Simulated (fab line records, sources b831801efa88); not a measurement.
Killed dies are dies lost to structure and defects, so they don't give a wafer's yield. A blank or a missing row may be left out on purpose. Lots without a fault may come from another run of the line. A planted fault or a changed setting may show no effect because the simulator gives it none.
Which tool did it? | flow gf180mcu | 6 lots, 18 wafers sampled, at 3 steps of a route of 602

WHAT THE GAUGES READ, wafer by wafer
GF_VT_IMPLANT_TW_MEAS_43.
lot  | measured     | on            | VT_IMPLANT_4_TW
L129 | day 8 09:35  | film_metro-02 | 695 695 697
L133 | day 9 12:41  | film_metro-04 | 691 691 690
L141 | day 11 16:37 | film_metro-04 | 30 30 30
L144 | day 12 12:32 | film_metro-04 | 695 696 691
L146 | day 13 05:17 | film_metro-01 | 676 683 683
L149 | day 13 23:17 | film_metro-01 | 681 684 680

WHICH TOOL RAN EACH LOT (tool, then ch and the chambers of the sampled wafers, then the start)
lot  | GF_VT_IMPLANT_STRIP_31               | GF_VT_IMPLANT_STRIP_42
L129 | plasma_asher-02 ch 0,1, day 7 17:59  | plasma_asher-04 ch 0,1, day 8 09:29
L133 | plasma_asher-02 ch 0,1, day 8 19:53  | plasma_asher-04 ch 0,1, day 9 12:35
L141 | plasma_asher-01 ch 0,1, day 10 21:50 | plasma_asher-01 ch 0,1, day 11 16:31
L144 | plasma_asher-04 ch 0,1, day 11 17:13 | plasma_asher-01 ch 0,1, day 12 12:28
L146 | plasma_asher-04 ch 0,1, day 12 08:58 | plasma_asher-01 ch 0,1, day 13 05:10
L149 | plasma_asher-04 ch 0,1, day 13 02:38 | plasma_asher-01 ch 1, day 13 23:10
- GF_VT_IMPLANT_STRIP_31: strips in O2/N2.
- GF_VT_IMPLANT_STRIP_42: strips in O2/N2.

THE ANSWER, worked out from the rows above alone
Rule: what is usual is taken from the lots themselves. Put in order of their means at a reading, lots are off if they are a third of the lots or fewer, leave a main group of 4 or more, and stand apart from it by a gap of 3 or more times the standard deviation of the main group's means; of several such gaps the widest counts. A main group whose means are all the same, to the digits that the tables above print for the reading, isn't used. A lot without any number at a reading at which 4 lots or more have one is off too. The other lots that the step has rows for count as sound.
Off: L141, at GF_VT_IMPLANT_TW_MEAS_43 (VT_IMPLANT_4_TW). The main group: mean 689, standard deviation 6.2.
A tool fits if, at a process step before that reading, it ran every lot that is off, and no sound lot after the first of them. The gauges at GF_VT_IMPLANT_TW_MEAS_43 are tried like those tools. One fits: plasma_asher-01 at GF_VT_IMPLANT_STRIP_31. It ran no sound lot before its first lot that is off in this sample, so the start can't be narrowed down.

WHAT THE SIMULATOR HAD PUT IN
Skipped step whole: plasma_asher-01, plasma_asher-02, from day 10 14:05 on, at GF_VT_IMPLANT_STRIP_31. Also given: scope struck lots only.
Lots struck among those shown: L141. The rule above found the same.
